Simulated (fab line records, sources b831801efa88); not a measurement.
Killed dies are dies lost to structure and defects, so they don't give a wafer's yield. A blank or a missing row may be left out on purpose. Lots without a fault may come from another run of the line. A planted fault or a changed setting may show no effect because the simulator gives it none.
Chamber matching | flow sky130 | SKY_VIA4_CMP_02 on cmp-01: 4 sister chambers
The step polishes SiO2. 8 wafers are shown with their chamber, then 8 later ones without.

WAFERS WITH THEIR CHAMBER
wafer  | chamber | motor_current_A (A)
L578.5 | 1       | 12.5
L583.6 | 1       | 12.5
L590.1 | 3       | 9.3
L590.5 | 2       | 11.1
L594.3 | 0       | 10.2
L594.5 | 2       | 10.4
L594.6 | 3       | 9.5
L596.1 | 0       | 9.6

WAFERS WITHOUT THEIR CHAMBER
wafer  | motor_current_A (A)
L596.3 | 9.3
L596.4 | 12.6
L600.1 | 10.2
L600.2 | 12.1
L600.3 | 10.7
L601.2 | 10.2
L601.4 | 11.0
L601.5 | 10.9

WHICH CHAMBER EACH WENT THROUGH
wafer  | from the rows above          | in truth
L596.3 | can't be placed: 3 or 0      | 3
L596.4 | 1                            | 1
L600.1 | can't be placed: 0 or 2 or 3 | 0
L600.2 | 1                            | 1
L600.3 | 2                            | 2
L601.2 | can't be placed: 0 or 2 or 3 | 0
L601.4 | 2                            | 2
L601.5 | 2                            | 2
Placed correctly: 5 of 8. Can't be placed from these rows: 3 (the true chamber is among the candidates in 3). Placed wrongly: 0.
How it was worked out, from the rows above alone: a wafer's distance from a chamber is the root of the sum, over the readings, of the square of ((its reading less the chamber's mean) divided by the reading's scatter). The wafer belongs to the nearest chamber; if the next one is less than 2 further off, it can't be placed. A chamber's mean is the mean of its shown wafers. The scatter: the root of (the sum of the squares of (reading less its chamber's mean) over the shown wafers, divided by (wafers less chambers)).
